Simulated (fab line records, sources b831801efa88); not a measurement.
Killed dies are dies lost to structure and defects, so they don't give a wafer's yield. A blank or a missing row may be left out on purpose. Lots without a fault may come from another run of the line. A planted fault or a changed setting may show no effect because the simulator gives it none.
A struck lot beside a sound one | flow sky130 | 14 steps out of a route of 708
Sound: wafers L831.1, L831.3, L831.6. Struck: wafers L839.1, L839.3, L839.4. The cause comes at the end.
At each step with rows: each side's tool, then ch and its chambers, then its first start. Under that, the readings that differ: sound wafers | struck wafers | difference of the means | sigmas: that difference in standard deviations of wafers without a fault.
alike: readings whose means differ by less than 2 such deviations, and words and numbers that are the same on both sides. not compared: withheld readings, readings that some wafer has no value for, bounds like >300 that may hide the same value, and numbers for which the record gives no deviation and whose values overlap.
The two part at a step that has a row with sigmas, a row that says differs or no value, or rows on one side only. Numbers that don't overlap but have no deviation are shown without sigmas and don't part them. A reading that every wafer of one side lacks parts them only if that side has two wafers or more.

first, 3 steps without rows for these wafers: SKY_METAL4_CLEAN_21 (cleans in IPA, time 180 s); SKY_METAL4_CLEAN_22 (cleans in O3/DIW); SKY_VIA4_HDPCVD_00 (deposits SiO2, target thk 1750 nm, time 291.7 s).
SKY_VIA4_THK_MEAS_01:
  sound on film_metro-01, day 42 00:38; struck on film_metro-02, day 44 08:55
  alike: VIA4_HDPCVD_THK
SKY_VIA4_CMP_02: polishes SiO2.
  sound on cmp-01 ch 1,2,3, day 42 00:41; struck on cmp-01 ch 1,2,3, day 44 09:02
  alike: motor_current_A
SKY_VIA4_BOW_MEAS_03:
  sound on film_metro-01, day 42 00:59; struck on film_metro-02, day 44 09:17
  alike: VIA4_BOW
then, 6 steps without rows for these wafers: SKY_VIA4_DEHYDRATE_04 (time 60 s); SKY_VIA4_HMDS_05 (prime time 60 s); SKY_VIA4_COAT_06 (resist thk 1140 nm); SKY_VIA4_SOFTBAKE_07 (time 60 s); SKY_VIA4_EXPOSE_08 (exposes mask VIM4, target cd 800 nm); SKY_VIA4_PEB_09.
SKY_VIA4_DEVELOP_10: develop time 60 s.
  sound on litho_track-02 ch 0, day 42 23:02; struck on litho_track-02, day 45 06:20
  no value came back on the struck wafers for chill_plate_temp_C (C), develop_time_s (s); on the sound wafers chill_plate_temp_C (C) reads 23.16 23.05 23.01
SKY_VIA4_OVL_MEAS_11:
  sound on overlay-02, day 42 23:11; struck on overlay-01, day 45 06:29
  reading       | sound       | struck | difference                    | sigmas
  VIA4_OVL (nm) | 0.7 2.0 0.9 | - - -  | no value on the struck wafers |

WHERE THEY PART
First at SKY_VIA4_DEVELOP_10; last, within this record, at SKY_VIA4_OVL_MEAS_11.

WHY: what the simulator had put in
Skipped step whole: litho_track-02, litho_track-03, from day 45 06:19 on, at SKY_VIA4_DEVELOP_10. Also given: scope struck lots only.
